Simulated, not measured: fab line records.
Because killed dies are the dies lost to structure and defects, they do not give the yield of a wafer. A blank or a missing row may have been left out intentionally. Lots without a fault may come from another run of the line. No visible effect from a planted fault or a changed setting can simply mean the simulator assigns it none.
Struck lot and sound lot, side by side :: flow sky130 :: 17 steps out of a route of 708
Sound: the wafers L419.3, L419.5, L419.6. Struck: wafer L414.4 (left out: L414.2, a lot-mate that was not struck); the cause follows at the end.
At each step with rows: each side's tool, then ch and its chambers, then its first start. Under that, the readings that differ: sound wafers :: struck wafers :: difference of the means :: sigmas: that difference in standard deviations of wafers without a fault.
alike: same words and numbers on both sides, and readings whose means sit less than 2 such deviations apart. not compared: any withheld reading, any reading some wafer has no value for, any bound like >300 that may hide the same value, and any number with overlapping values for which the record gives no deviation.
Wherever a step has rows on one side only, a row that says differs or no value, or a row with sigmas, the two part there. When numbers do not overlap yet have no deviation, they are printed without sigmas and do not part them. Lack of a reading on every wafer of one side parts them only where that side has two or more wafers.

first, 3 steps without rows for these wafers: SKY_LI_CONTACT_EXPOSE_09 (exposes mask LICM1, target cd 170 nm); SKY_LI_CONTACT_PEB_10; SKY_LI_CONTACT_DEVELOP_11 (develop time 60 s).
SKY_LI_CONTACT_CD_MEAS_12 targets a cd of 170 nm.
  sound on cd-sem-02, day 34 06:10; struck on cd-sem-02, day 32 12:11
  alike: cd-nm
SKY_LI_CONTACT_OVL_MEAS_13:
  sound on overlay-02, day 34 06:15; struck on overlay-01, day 32 12:17
  alike: LI_CONTACT_OVL
SKY_LI_CONTACT_ETCH_14: etches BARC in N2/H2, stops on SiO2, time 45.9 s, target depth 60 nm.
  sound on rie-diel-02 ch 0,1,2, day 34 06:17; struck on rie-diel-04 ch 0, day 32 12:19
  alike: bias-w, drypump-motor-current-A, oes-product-au, rf-fwd-power-W, throttle-valve-pct
  not compared: rf-hours-counter-h
SKY_LI_CONTACT_ETCH_15: etches PSG in C4F8/O2/Ar, stops on Si, target depth 600 nm.
  sound on rie-diel-02 ch 0,1,2, day 34 06:19; struck on rie-diel-04 ch 0, day 32 12:22
  alike: bias-w, oes-product-au, rf-fwd-power-W
SKY_LI_CONTACT_STRIP_16: strips in O2/N2.
  sound on plasma-asher-01 ch 0,1, day 34 06:26; struck on plasma-asher-02 ch 1, day 32 12:26
  alike: drypump-motor-current-A, oes-product-au, strip-time-to-endpoint-s
  not compared: rf-hours-counter-h
then, 3 steps without rows for these wafers: SKY_LI_CONTACT_CLEAN_17 (cleans in NMP, time 600 s); SKY_LI_CONTACT_PRE_CLEAN_18 (time 5.6 s); SKY_LI_CONTACT_SPUTTER_19 (material Ti, target thk 20 nm, time 106.37 s).
SKY_LI_CONTACT_SPUTTER_20: material TiN, target thk 20 nm, time 80 s.
  sound on pvd-sputter-01, day 34 06:48; struck on pvd-sputter-01, day 32 12:50
  alike: throttle-valve-pct
SKY_LI_CONTACT_CVD_21: deposits W, target thk 400 nm, time 120.56 s.
  sound on cvd-w-02 ch 0,1, day 34 06:55; struck on cvd-w-01 ch 0, day 32 12:53
reading: model.W_of_LI_CONTACT_CVD_21.thk-nm (nm)
sound: 397 398.4 401.5
struck: 442.4
difference: +43.4
sigmas: 
  alike: heater-power-w, susceptor-temp-C
SKY_LI_CONTACT_RS_MEAS_22: measures by four-point-probe.
  sound on film-metro-01, day 34 07:02; struck on film-metro-04, day 32 13:02
reading: LI_CONTACT_W_RS (ohm/sq)
sound: 0.287 0.286 0.284
struck: 0.258
difference: -0.028
sigmas: -6
SKY_LI_CONTACT_THK_MEAS_23: measures by xrf.
  sound on film-metro-01, day 34 07:08; struck on film-metro-04, day 32 13:09
reading: LI_CONTACT_W_THK (nm)
sound: 405 406 409
struck: 452
difference: +45
sigmas: +6
SKY_LI_CONTACT_CMP_24: polishes, stops on PSG, t overpolish 20 s, target thk 0 nm.
  sound on cmp-02 ch 0,1, day 34 07:14; struck on cmp-02 ch 3, day 32 13:15
  alike: head-pressure-psi, motor-current-A
SKY_PAD_OPEN_PROBE_99:
  the record holds rows for the sound wafers here (prober-01, day 49 12:05) but none for the struck ones

## WHERE THEY PART
At SKY_LI_CONTACT_RS_MEAS_22 first; at SKY_PAD_OPEN_PROBE_99 last (within this record only).

WHY: what the simulator had put in
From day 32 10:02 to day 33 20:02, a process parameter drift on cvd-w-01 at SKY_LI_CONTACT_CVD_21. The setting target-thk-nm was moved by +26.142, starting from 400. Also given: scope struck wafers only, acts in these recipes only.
